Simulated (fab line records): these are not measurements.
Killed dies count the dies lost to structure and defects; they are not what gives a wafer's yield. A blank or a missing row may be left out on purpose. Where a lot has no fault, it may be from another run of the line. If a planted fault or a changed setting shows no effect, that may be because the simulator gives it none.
fab line records	flow sky130
record: lots: 6	wafers: 18	lastDay: 51
route steps=708 shown SONOS_TUNNEL@165 SONOS_ONO@168 PAD_OPEN@708
lots untouched by any fault: they come from a run of this same line in which no faults occurred
startH: hours from the record's opening day to when the first of the lot's shown wafers began	waitH: how many hours have passed since the lot's step before this one	" same as the row above	L1.1+2: a single row standing in for several wafers	- either no value or no given start	* or withheld: withheld	< > ~ a bound
route shown NAME@n: a module of which the file shows steps, and the number in the route of the first	usual: mean/standard deviation taken from wafers without a fault	same: alike in all rows	chamber/n: place in a boat	sites: each site's reading	_std_site: standard deviation across them	_edge_site: outer sites' mean less inner sites'	radiusMm: for every site, how far away it sits from the centre of the wafer	mask NAME#n: copy n	behind: tool/chamber where the wafer was last shaped	hold: why the lot went on hold/how many hours it stayed there/how the hold came to an end	device: the n, p or np transistor that did not switch	end of line: tests run on the same wafers once the route is complete	step lacking rows: just its recipe	killed: at the first sort, the dies lost to defects and structure; wafer yield is something else	map: shows each die of a wafer: x if killed, . if not, _ if none is there
set.NAME: the setting as run; set.NAME@STEP: as run at that earlier step	model.NAME: the simulator's own value behind a step, which no gauge read
a table for each step, a row for each wafer; lots at some steps of the route
== steps ==
step: SKY_SONOS_TUNNEL_STRIP_11
recipe: chemistry: SPM	timeS: 600	tempC: 130
step: SKY_SONOS_TUNNEL_TW_MEAS_12
usual: SONOS_TUNNEL_TW: 197.2/2.1
lot.wafer	tool	chamber	startH	waitH	SONOS_TUNNEL_TW
L108.1	filmMetro-03	-	294.10	0.0	193.9
L108.4	"	-	"	"	194.4
L108.5	"	-	"	"	195.0
L110.3	filmMetro-03	-	308.67	0.0	193.3
L110.4	"	-	"	"	194.9
L110.6	"	-	"	"	194.4
L114.2	filmMetro-01	-	336.58	0.0	197.9
L114.3	"	-	"	"	198.0
L114.4	"	-	"	"	197.9
L115.1	filmMetro-04	-	342.52	0.0	199.1
L115.2	"	-	"	"	199.9
L115.3	"	-	"	"	198.6
L123.1	filmMetro-03	-	409.09	0.0	195.3
L123.4	"	-	"	"	194.9
L123.6	"	-	"	"	195.2
L126.1	filmMetro-01	-	439.42	0.0	199.6
L126.3	"	-	"	"	199.4
L126.4	"	-	"	"	199.5
step: SKY_SONOS_TUNNEL_CLEAN_13
recipe: chemistry: dHF	timeS: 20	dilution: 100:1	dry: ipaMarangoni
step: SKY_SONOS_ONO_OXIDATION_00
recipe: tempC: 800	ambient: O2	idleTempC: 700	rampUpCPerMin: 10	rampDownCPerMin: 3	stabiliseS: 600	purgeS: 300	targetThkA: 26	oxTimeS: 1249
step: SKY_SONOS_ONO_THK_MEAS_01
recipe: reads: SiO2_of_SONOS_ONO_OXIDATION_00
usual: SONOS_ONO_OXIDATION_THK: 2.61/0.055
lot.wafer	tool	chamber	startH	waitH	SONOS_ONO_OXIDATION_THK[nm]
L108.1	filmMetro-03	-	295.52	0.0	2.62
L108.4	"	-	"	"	2.55
L108.5	"	-	"	"	2.59
L110.3	filmMetro-03	-	310.10	0.0	2.59
L110.4	"	-	"	"	2.58
L110.6	"	-	"	"	2.61
L114.2	filmMetro-03	-	338.87	0.0	2.71
L114.3	"	-	"	"	2.68
L114.4	"	-	"	"	2.70
L115.1	filmMetro-02	-	343.94	0.0	2.58
L115.2	"	-	"	"	2.56
L115.3	"	-	"	"	2.62
L123.1	filmMetro-03	-	411.60	0.0	2.57
L123.4	"	-	"	"	2.62
L123.6	"	-	"	"	2.65
L126.1	filmMetro-03	-	441.45	0.0	2.60
L126.3	"	-	"	"	2.60
L126.4	"	-	"	"	2.63
step: SKY_SONOS_ONO_CVD_02
recipe: material: Si3N4	precursor: DCS/NH3	targetThkNm: 10.5	tempC: 770	timeS: 180	pressureMtorr: 250
step: SKY_SONOS_ONO_THK_MEAS_03
recipe: reads: Si3N4_of_SONOS_ONO_CVD_02
usual: SONOS_ONO_CVD_02_THK: 10.50/0.13
lot.wafer	tool	chamber	startH	waitH	SONOS_ONO_CVD_02_THK[nm]
L108.1	filmMetro-01	-	298.97	0.0	10.56
L108.4	"	-	"	"	10.55
L108.5	"	-	"	"	10.48
L110.3	filmMetro-01	-	314.25	0.0	10.43
L110.4	"	-	"	"	10.40
L110.6	"	-	"	"	10.42
L114.2	filmMetro-03	-	340.88	0.0	10.45
L114.3	"	-	"	"	10.32
L114.4	"	-	"	"	10.40
L115.1	filmMetro-03	-	346.16	0.0	10.49
L115.2	"	-	"	"	10.69
L115.3	"	-	"	"	10.61
L123.1	filmMetro-01	-	412.71	0.0	10.46
L123.4	"	-	"	"	10.50
L123.6	"	-	"	"	10.65
L126.1	filmMetro-02	-	442.56	0.0	10.64
L126.3	"	-	"	"	10.61
L126.4	"	-	"	"	10.51
step: SKY_SONOS_ONO_CVD_04
recipe: material: SiO2	precursor: SiH4/N2O	targetThkNm: 5.7199	tempC: 900	pressureMtorr: 400
step: SKY_SONOS_ONO_THK_MEAS_05
recipe: reads: SiO2_of_SONOS_ONO_CVD_04
usual: SONOS_ONO_CVD_04_THK: 5.66/0.12
lot.wafer	tool	chamber	startH	waitH	SONOS_ONO_CVD_04_THK[nm]
L108.1	filmMetro-02	-	300.28	0.0	5.55
L108.4	"	-	"	"	5.61
L108.5	"	-	"	"	5.68
L110.3	filmMetro-01	-	315.56	0.0	5.82
L110.4	"	-	"	"	5.85
L110.6	"	-	"	"	5.68
L114.2	filmMetro-01	-	342.19	0.0	5.53
L114.3	"	-	"	"	5.48
L114.4	"	-	"	"	5.47
L115.1	filmMetro-02	-	347.47	0.0	5.79
L115.2	"	-	"	"	5.72
L115.3	"	-	"	"	5.73
L123.1	filmMetro-02	-	414.02	0.0	5.63
L123.4	"	-	"	"	5.79
L123.6	"	-	"	"	5.63
L126.1	filmMetro-03	-	443.87	0.0	5.57
L126.3	"	-	"	"	5.61
L126.4	"	-	"	"	5.66
step: SKY_SONOS_ONO_DEHYDRATE_06
recipe: tempC: 200	timeS: 60
step: SKY_SONOS_ONO_HMDS_07
recipe: primeTimeS: 60	primeTempC: 120
step: SKY_SONOS_ONO_COAT_08
recipe: resist: NOVOLAK	spinRpm: 3000	resistThkNm: 1140
step: SKY_SONOS_ONO_SOFTBAKE_09
recipe: tempC: 90	timeS: 60	resist: NOVOLAK
usual: chillPlateTempC: 23.02/0.1	heaterPowerTotalW: 56.59/0.04	runLengthS: 89.34/0.2
lot.wafer	tool	chamber	startH	waitH	chillPlateTempC	heaterPowerTotalW	runLengthS
L108.1	lithoTrack-04	0	313.35	0.1	22.88	56.58	89.76
L108.4	"	0	"	"	22.78	56.59	89.48
L108.5	"	0	"	"	22.86	56.57	89.51
L110.3	lithoTrack-02	0	328.58	0.1	22.84	56.65	89.10
L110.4	"	0	"	"	22.84	56.57	89.12
L110.6	"	0	"	"	22.92	56.65	89.18
L114.2	lithoTrack-02	0	355.56	0.1	23.12	61.33	76.69
L114.3	"	0	"	"	22.95	61.25	76.73
L114.4	"	0	"	"	23.03	61.37	76.73
L115.1	lithoTrack-02	0	361.53	0.1	23.04	61.31	76.87
L115.2	"	0	"	"	23.10	61.29	76.66
L115.3	"	0	"	"	23.02	61.32	76.70
L123.1	lithoTrack-01	0	429.90	0.1	22.90	56.55	89.28
L123.4	"	0	"	"	22.81	56.52	89.19
L123.6	"	0	"	"	23.09	56.60	89.21
L126.1	lithoTrack-04	0	458.90	0.1	23.11	56.62	89.43
L126.3	"	0	"	"	23.13	56.55	89.61
L126.4	"	0	"	"	23.06	56.56	89.64
step: SKY_SONOS_ONO_EXPOSE_10
recipe: maskId: ONOM	targetCdNm: 410	na: 0.6	sourceShape: conventional	sigmaOuter: 0.6	doseMj: 150
step: SKY_PAD_OPEN_PROBE_99
usual: killed_at_M0_to_M3: 43/7.5	killed_at_M4_up: 3.2/1.9	killedAtContacts: 24/5.6	killedAtFrontEnd: 15/4.8	killedAtOther: 0.2/0.54	killedDies: 86/11	killedOpen: 47/7.6	killedShort: 39/7.1
same: grossDies: 492	killedAtBackSide: 0
lot.wafer	tool	chamber	startH	waitH	killed_at_M0_to_M3	killed_at_M4_up	killedAtContacts	killedAtFrontEnd	killedAtOther	killedDies	killedOpen	killedShort
L108.1	prober-02	-	1127.80	0.1	38	2	24	23	0	87	51	36
L108.4	prober-02	-	1127.95	0.2	47	2	34	14	0	97	56	41
L108.5	prober-02	-	1128.00	0.2	53	4	36	14	0	107	61	46
L110.3	prober-02	-	1137.81	0.2	38	4	27	8	0	77	45	32
L110.4	prober-02	-	1137.86	0.2	49	3	25	14	0	91	51	40
L110.6	prober-02	-	1137.96	0.2	47	3	28	13	0	91	53	38
L114.2	prober-02	-	1156.93	0.1	38	4	19	28	0	89	54	35
L114.3	prober-02	-	1156.98	0.2	45	8	14	20	0	87	52	35
L114.4	prober-02	-	1157.03	0.2	43	1	26	31	0	101	63	38
L115.1	prober-01	-	1161.21	0.1	55	1	31	24	0	111	59	52
L115.2	prober-01	-	1161.26	0.1	50	3	21	18	1	93	45	48
L115.3	prober-01	-	1161.31	0.2	41	2	23	17	0	83	51	32
L123.1	prober-01	-	1201.15	0.1	40	4	18	14	0	76	46	30
L123.4	prober-01	-	1201.30	0.2	29	6	19	17	0	71	29	42
L123.6	prober-01	-	1201.40	0.2	38	1	24	26	0	89	57	32
killed by level:class
L108.1 CONTACT:geometricParticle:open=12 VIA2:geometricParticle:open=9 FIELD_ISO:geometricParticle:short=8 LI_CONTACT:geometricParticle:open=7 METAL2:geometricParticle:short=7 POLY_GATE:geometricParticle:open=5 METAL1:geometricParticle:short=5 VIA1:geometricParticle:open=5
L108.4 VIA1:geometricParticle:open=14 LI_CONTACT:geometricParticle:open=12 CONTACT:geometricParticle:open=11 VIA1:geometricParticle:short=7 METAL1:geometricParticle:short=5 VIA2:geometricParticle:open=5 FIELD_ISO:geometricParticle:open=4 CONTACT:geometricParticle:short=4
L108.5 CONTACT:geometricParticle:open=17 METAL1:geometricParticle:short=8 VIA2:geometricParticle:open=8 VIA3:geometricParticle:open=7 LI_CONTACT:geometricParticle:open=6 VIA1:geometricParticle:open=6 METAL2:geometricParticle:short=6 FIELD_ISO:geometricParticle:open=5
L110.3 CONTACT:geometricParticle:open=11 LI_CONTACT:geometricParticle:open=9 VIA1:geometricParticle:open=8 METAL2:geometricParticle:short=6 CONTACT:geometricParticle:short=5 METAL1:geometricParticle:short=5 VIA3:geometricParticle:short=5 VIA3:geometricParticle:open=5
L110.4 VIA1:geometricParticle:open=19 LI_CONTACT:geometricParticle:open=10 METAL1:geometricParticle:short=7 VIA3:geometricParticle:open=7 CONTACT:geometricParticle:open=6 VIA3:geometricParticle:short=4 SONOS_ONO:geometricParticle:short=3 POLY_GATE:geometricParticle:short=3
L110.6 VIA1:geometricParticle:open=16 CONTACT:geometricParticle:open=9 LI_CONTACT:geometricParticle:open=7 LOCAL_INTERCONNECT:geometricParticle:short=7 METAL1:geometricParticle:short=5 VIA2:geometricParticle:open=5 VIA3:geometricParticle:open=5 VIA1:geometricParticle:short=4
L114.2 VIA3:geometricParticle:open=10 FIELD_ISO:geometricParticle:open=9 VIA1:geometricParticle:open=8 LI_CONTACT:geometricParticle:open=7 CONTACT:geometricParticle:open=7 POLY_GATE:geometricParticle:open=6 FIELD_ISO:geometricParticle:short=5 POLY_GATE:geometricParticle:short=5
L114.3 VIA1:geometricParticle:open=13 VIA3:geometricParticle:open=8 LI_CONTACT:geometricParticle:open=6 POLY_GATE:geometricParticle:short=5 CONTACT:geometricParticle:open=5 VIA2:geometricParticle:open=5 METAL2:geometricParticle:short=5 FIELD_ISO:geometricParticle:open=4
L114.4 FIELD_ISO:geometricParticle:open=13 VIA1:geometricParticle:open=12 CONTACT:geometricParticle:open=9 LI_CONTACT:geometricParticle:open=9 FIELD_ISO:geometricParticle:short=5 POLY_GATE:geometricParticle:short=5 POLY_GATE:geometricParticle:open=5 METAL1:geometricParticle:short=5
L115.1 VIA1:geometricParticle:open=13 VIA2:geometricParticle:open=9 LI_CONTACT:geometricParticle:open=8 FIELD_ISO:geometricParticle:open=7 POLY_GATE:geometricParticle:short=7 CONTACT:geometricParticle:short=7 CONTACT:geometricParticle:open=7 LI_CONTACT:geometricParticle:short=6
L115.2 VIA1:geometricParticle:open=11 METAL1:geometricParticle:short=9 CONTACT:geometricParticle:open=8 VIA2:geometricParticle:open=8 VIA3:geometricParticle:open=7 FIELD_ISO:geometricParticle:short=6 FIELD_ISO:geometricParticle:open=6 CONTACT:geometricParticle:short=6
L115.3 LI_CONTACT:geometricParticle:open=9 CONTACT:geometricParticle:open=8 VIA1:geometricParticle:open=8 FIELD_ISO:geometricParticle:open=6 METAL1:geometricParticle:short=6 VIA1:geometricParticle:short=5 CONTACT:geometricParticle:short=4 METAL2:geometricParticle:short=4
L123.1 VIA3:geometricParticle:open=10 CONTACT:geometricParticle:open=8 VIA1:geometricParticle:open=8 FIELD_ISO:geometricParticle:open=6 POLY_GATE:geometricParticle:open=5 VIA1:geometricParticle:short=5 LI_CONTACT:geometricParticle:short=4 METAL1:geometricParticle:short=4
L123.4 METAL1:geometricParticle:short=9 FIELD_ISO:geometricParticle:short=8 LI_CONTACT:geometricParticle:open=6 CONTACT:geometricParticle:open=5 VIA3:geometricParticle:open=5 VIA1:geometricParticle:short=5 CONTACT:geometricParticle:short=4 POLY_GATE:geometricParticle:short=3
L123.6 LI_CONTACT:geometricParticle:open=11 VIA2:geometricParticle:open=9 VIA3:geometricParticle:open=9 FIELD_ISO:geometricParticle:short=8 CONTACT:geometricParticle:open=8 POLY_GATE:geometricParticle:open=6 VIA1:geometricParticle:open=6 FIELD_ISO:geometricParticle:open=5
== key ==
firstSign: step: SKY_SONOS_ONO_SOFTBAKE_09	reading: heaterPowerTotalW	direction: up	sigmas: 99+	usual: *	struck: *
effect: step: SKY_SONOS_ONO_SOFTBAKE_09	reading: runLengthS	direction: down	sigmas: 64	usual: *	struck: *
metAt SKY_SONOS_ONO_SOFTBAKE_09
struckWafers L114.2,L114.3,L114.4,L115.1,L115.2,L115.3
testerLeftOut L114,L115
onsetBetween 328.58 355.56
fault: kind: processParameterDrift	tool: lithoTrack-02	chamber: -	onsetH: 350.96	steps: SKY_SONOS_ONO_SOFTBAKE_09	channel: timeS	offset: *	shape: step	endH: 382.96	actsIn: *	stated: *
testerLeftOut: of these lots the tester's yield and bins aren't shown, on N5 and GAA mostly nor the transistor test; their killed dies are dies lost to structure and defects alone, not to doping, threshold or leakage, so they don't give the yield
